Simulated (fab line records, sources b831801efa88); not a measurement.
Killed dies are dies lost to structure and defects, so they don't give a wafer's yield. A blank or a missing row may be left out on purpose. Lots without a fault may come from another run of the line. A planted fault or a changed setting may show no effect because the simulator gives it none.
A struck lot beside a sound one | flow sfq_line | 20 steps out of a route of 325
Sound: wafers L839.1, L839.3, L839.4. Struck: wafers L852.1, L852.5, L852.6. The cause comes at the end.
At each step with rows: each side's tool, then ch and its chambers, then its first start. Under that, the readings that differ: sound wafers | struck wafers | difference of the means | sigmas: that difference in standard deviations of wafers without a fault.
alike: readings whose means differ by less than 2 such deviations, and words and numbers that are the same on both sides. not compared: withheld readings, readings that some wafer has no value for, bounds like >300 that may hide the same value, and numbers for which the record gives no deviation and whose values overlap.
The two part at a step that has a row with sigmas, a row that says differs or no value, or rows on one side only. Numbers that don't overlap but have no deviation are shown without sigmas and don't part them. A reading that every wafer of one side lacks parts them only if that side has two wafers or more.

first, 2 steps without rows for these wafers: SFQ_TRILAYER_I3_VIA_LITHO_PEB_088 (peb time 60 s); SFQ_TRILAYER_I3_VIA_LITHO_DEVELOP_087 (time 60 s).
SFQ_I3_OVL_MEAS_923:
  sound on overlay-01, day 54 00:51; struck on overlay-01, day 57 10:42
  alike: I3_OVL
SFQ_TRILAYER_I3_VIA_BARC_OPEN_VIA_ETCH_121: etches BARC in O2, target depth 125 nm, time 41.7 s.
  sound on rie_diel-04 ch 0,2,3, day 54 00:53; struck on rie_diel-02 ch 0,1,3, day 57 10:44
  alike: drypump_motor_current_A, oes_product_au
  not compared: rf_hours_counter_h
SFQ_TRILAYER_I3_VIA_ETCH_VIA_ETCH_088: etches SiO2 in CHF3, stops on Nb, target depth 260 nm.
  sound on rie_diel-04 ch 0,2,3, day 54 00:55; struck on rie_diel-02 ch 0,1,3, day 57 10:46
  alike: drypump_motor_current_A, oes_product_au
then, 3 steps without rows for these wafers: SFQ_TRILAYER_I3_VIA_STRIP_STRIP_089 (strips in O2); SFQ_TRILAYER_I3_VIA_STRIP_SOLV_CLEAN_090 (cleans in NMP, time 600 s); SFQ_TRILAYER_M4_DEP_PRE_CLEAN_092 (time 22.5 s).
SFQ_TRILAYER_M4_DEP_SPUTTER_091: material Nb, target thk 200 nm, time 133.3 s.
  sound on pvd_sputter-06, day 54 01:51; struck on pvd_sputter-04, day 57 11:41
  alike: throttle_valve_pct
SFQ_M4_RS_MEAS_924: measures by four-point-probe.
  sound on film_metro-03, day 54 01:57; struck on film_metro-03, day 57 11:47
  alike: M4_NB_RS
then, 1 step without rows for these wafers: SFQ_TRILAYER_M4_LITHO_COAT_098 (resist thk 62 nm).
SFQ_TRILAYER_M4_LITHO_COAT_093: resist thk 600 nm.
  sound on litho_track-03 ch 0, day 54 02:26; struck on litho_track-03 ch 0, day 57 12:16
  reading                                             | sound                | struck               | difference | sigmas
  spin_speed_rpm (rpm)                                | 2997.6 3003.5 2997.7 | 2844.4 2841.9 2837.1 | -158.5     | -83
  model.KrF_of_TRILAYER_M4_LITHO_COAT_093.thk_nm (nm) | 601.1 601.1 599.3    | 617.5 617.4 615.4    | +16.3      |
then, 4 steps without rows for these wafers: SFQ_TRILAYER_M4_LITHO_SOFTBAKE_097; SFQ_TRILAYER_M4_LITHO_EXPOSE_094 (exposes mask M4, target cd 500 nm); SFQ_TRILAYER_M4_LITHO_PEB_096 (peb time 60 s); SFQ_TRILAYER_M4_LITHO_DEVELOP_095 (time 60 s).
-- the record jumps here: 5 days lie between the struck wafers' starts before and after --
SFQ_M4_OVL_MEAS_926:
  sound on overlay-02, day 59 08:05; struck on overlay-01, day 62 07:01
  alike: M4_OVL
SFQ_TRILAYER_M4_BARC_OPEN_METAL_ETCH_123: etches BARC in O2, target depth 125 nm, time 41.7 s.
  sound on rie_metal-03 ch 0,1, day 59 08:08; struck on rie_metal-04 ch 0,1, day 62 07:03
  alike: drypump_motor_current_A, oes_product_au
  not compared: rf_hours_counter_h
SFQ_TRILAYER_M4_ETCH_METAL_ETCH_096: etches Nb in Cl2/Ar, stops on SiO2, target depth 240 nm, time 120 s.
  sound on rie_metal-03 ch 0,1, day 59 08:11; struck on rie_metal-04 ch 0,1, day 62 07:07
  reading                                             | sound           | struck          | difference | sigmas
  model.KrF_of_TRILAYER_M4_LITHO_COAT_093.thk_nm (nm) | 381 380.5 379.1 | 396.7 394 398.1 | +16.1      |
  alike: drypump_motor_current_A, oes_product_au
  not compared: rf_hours_counter_h
SFQ_TRILAYER_M4_STRIP_STRIP_097: strips in O2.
  sound on rie_metal-03 ch 0,1, day 59 08:19; struck on rie_metal-04 ch 0,1, day 62 07:14
  alike: drypump_motor_current_A, oes_product_au
  not compared: rf_hours_counter_h

WHERE THEY PART
Only at SFQ_TRILAYER_M4_LITHO_COAT_093, within this record. Later steps at which nothing parts them and some readings are alike: SFQ_M4_OVL_MEAS_926, SFQ_TRILAYER_M4_BARC_OPEN_METAL_ETCH_123, SFQ_TRILAYER_M4_ETCH_METAL_ETCH_096, SFQ_TRILAYER_M4_STRIP_STRIP_097.

WHY: what the simulator had put in
Process parameter drift: litho_track-03, from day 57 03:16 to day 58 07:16, at SFQ_TRILAYER_M4_LITHO_COAT_093. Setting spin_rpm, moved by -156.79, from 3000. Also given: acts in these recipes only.
